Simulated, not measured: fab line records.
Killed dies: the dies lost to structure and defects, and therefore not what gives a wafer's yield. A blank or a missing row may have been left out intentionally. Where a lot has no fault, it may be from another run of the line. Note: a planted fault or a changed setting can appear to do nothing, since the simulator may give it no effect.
One fault through the eyes of 2 desks	flow gf180mcu	what lay behind the numbers comes last; until then each desk has only its own

== THE TOOL OWNER'S DESK: pvd sputter-04 ==
The tool's own readings at GF_MIM_SPUTTER_08 (material AlCu, target thk 200 nm, time 10.6 s): means of the sampled wafers that have a number, for each lot that ran on this tool. Any lot whose mean is over 4 standard deviations away from the usual mean is out of limits and marked OUT; that distance is given in the brackets.
Columns: A = throttle valve pct at GF_MIM_SPUTTER_08, usual 30.5 %
lot	first seen here	A
L692	day 27 01:53	30.8
L693	day 27 10:05	30.7
L696	day 28 09:23	30.8
This desk's finding: nothing out of limits on any of the 3 lots.

== AT THE METROLOGY DESK ==
Means of the sampled wafers that have a number, per lot and without regard to the tool the lot ran on: this is what the gauges read. Any lot whose mean is over 4 standard deviations away from the usual mean is out of limits and marked OUT; that distance is given in the brackets.
Columns: A = V4_CVD_00_THK at GF_V4_THK_MEAS_01, usual 600 nm; B = MIM_ALCU_RS at GF_MIM_RS_MEAS_10, usual 0.1601 ohm/sq; C = MIM_ALCU_THK at GF_MIM_THK_MEAS_11, usual 200 nm
lot	first seen here	A	B	C
L685	day 23 18:44	584	0.1559	206
L686	day 23 22:28	593	0.1608	198
L690	day 25 03:23	600	0.1623	195
L691	day 25 19:08	601	0.1603	198
L692	day 26 03:10	597	0.1618	199
L693	day 26 11:25	601	0.1624	196
L696	day 27 11:02	598	0.1698 (+4.2) OUT	189
L703	day 29 06:44	605	0.1569	204
L704	day 29 16:34	596	0.1627	197
L705	day 29 16:55	595	0.1594	201
L707	day 30 10:02	594	0.1587	202
This desk's result: L696 out of limits, first on L696 (MIM_ALCU_RS at GF_MIM_RS_MEAS_10), day 28 09:27. Within limits: L685, L686, L690, L691, L692, L693, L703, L704, L705, L707.

== ALL TOGETHER ==
L696 would have let the metrology desk raise an alarm at day 28 09:27.
The desk of the tool owner found nothing out of limits.
On record at the tool owner's desk: L696, within its limits.
On pvd sputter-04, each named lot ran GF_MIM_SPUTTER_08.

== WHAT THE SIMULATOR HAD INSERTED ==
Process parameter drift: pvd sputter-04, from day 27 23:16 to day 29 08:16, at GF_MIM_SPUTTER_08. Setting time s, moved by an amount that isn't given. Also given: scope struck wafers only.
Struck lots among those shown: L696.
Time in hours between the start of the fault and the first out-of-limits reading at each desk: metrology desk, 10.
